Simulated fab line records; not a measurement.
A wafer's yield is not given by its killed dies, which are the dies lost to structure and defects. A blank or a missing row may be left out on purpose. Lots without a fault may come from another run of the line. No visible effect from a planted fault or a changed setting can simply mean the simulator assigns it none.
One fault through the eyes of 2 desks | flow gf180mcu | each desk has only its own numbers; what lay behind them comes last

== FROM THE METROLOGY DESK ==
What the gauges read for every lot (on any tool): the sampled wafers with a number, averaged. Marked OUT: a lot whose mean sits more than 4 standard deviations from the usual mean, which makes it out of limits; the brackets give that distance.
Columns: A = HV_LDD_4_TW at GF_HV_LDD_TW_MEAS_50, usual 570.4; B = HV_LDD_CVD_56_THK at GF_HV_LDD_THK_MEAS_57, usual 90.0 nm; C = SAB_CVD_00_THK at GF_SAB_THK_MEAS_01, usual 50.1 nm; D = SALICIDE_TIN_RS at GF_SALICIDE_RS_MEAS_04, usual 16.40 ohm/sq
lot  | first seen here | A     | B    | C    | D
L179 | day 12 13:25    | 570.1 | 89.6 | 50.6 | 16.87
L180 | day 12 21:37    | 571.5 | 89.5 | 50.4 | 16.36
L181 | day 13 01:26    | 567.8 | 88.6 | 50.2 | 15.98
L182 | day 13 13:04    | 573.8 | 91.4 | 49.2 | 16.35
L184 | day 13 20:53    | 573.7 | 90.6 | 50.7 | 16.29
L187 | day 15 01:58    | 566.5 | 89.4 | 49.5 | 16.39
L188 | day 15 05:16    | 571.7 | 91.5 | 49.6 | 16.63
L197 | day 18 10:25    | 570.6 | 89.1 | 50.3 | 16.43
L198 | day 18 18:38    | 570.5 | 89.7 | 50.2 | 16.31
L199 | day 19 00:35    | 571.3 | 90.0 | 49.3 | 16.48
L200 | day 19 07:31    | 569.3 | 88.3 | 49.9 | 16.55
L201 | day 19 18:08    | 568.6 | 90.9 | 49.8 | 16.40
L202 | day 20 08:59    | 569.4 | 89.5 | 50.4 | 16.45
This desk's verdict: no lot among the 13 shows anything out of limits.

== AT THE TOOL OWNER'S DESK: pecvd-01 ==
The tool's own readings at GF_SAB_CVD_00 (deposits SiO2 from TEOS, target thk 50 nm, time 4.9302 s): means of the sampled wafers that have a number, for each lot that ran on this tool. Marked OUT: a lot whose mean sits more than 4 standard deviations from the usual mean, which makes it out of limits; the brackets give that distance.
Columns: A = heater_power_w at GF_SAB_CVD_00, usual 708 W
lot  | first seen here | A
L181 | day 14 22:39    | 804
L187 | day 17 02:47    | 694
L197 | day 20 15:52    | 659
L198 | day 20 23:30    | 819
This desk's verdict: no lot among the 4 shows anything out of limits.

== PUT TOGETHER ==
Nothing out of limits was seen by the metrology desk.
The desk of the tool owner found nothing out of limits.

== WHAT THE SIMULATOR PUT IN ==
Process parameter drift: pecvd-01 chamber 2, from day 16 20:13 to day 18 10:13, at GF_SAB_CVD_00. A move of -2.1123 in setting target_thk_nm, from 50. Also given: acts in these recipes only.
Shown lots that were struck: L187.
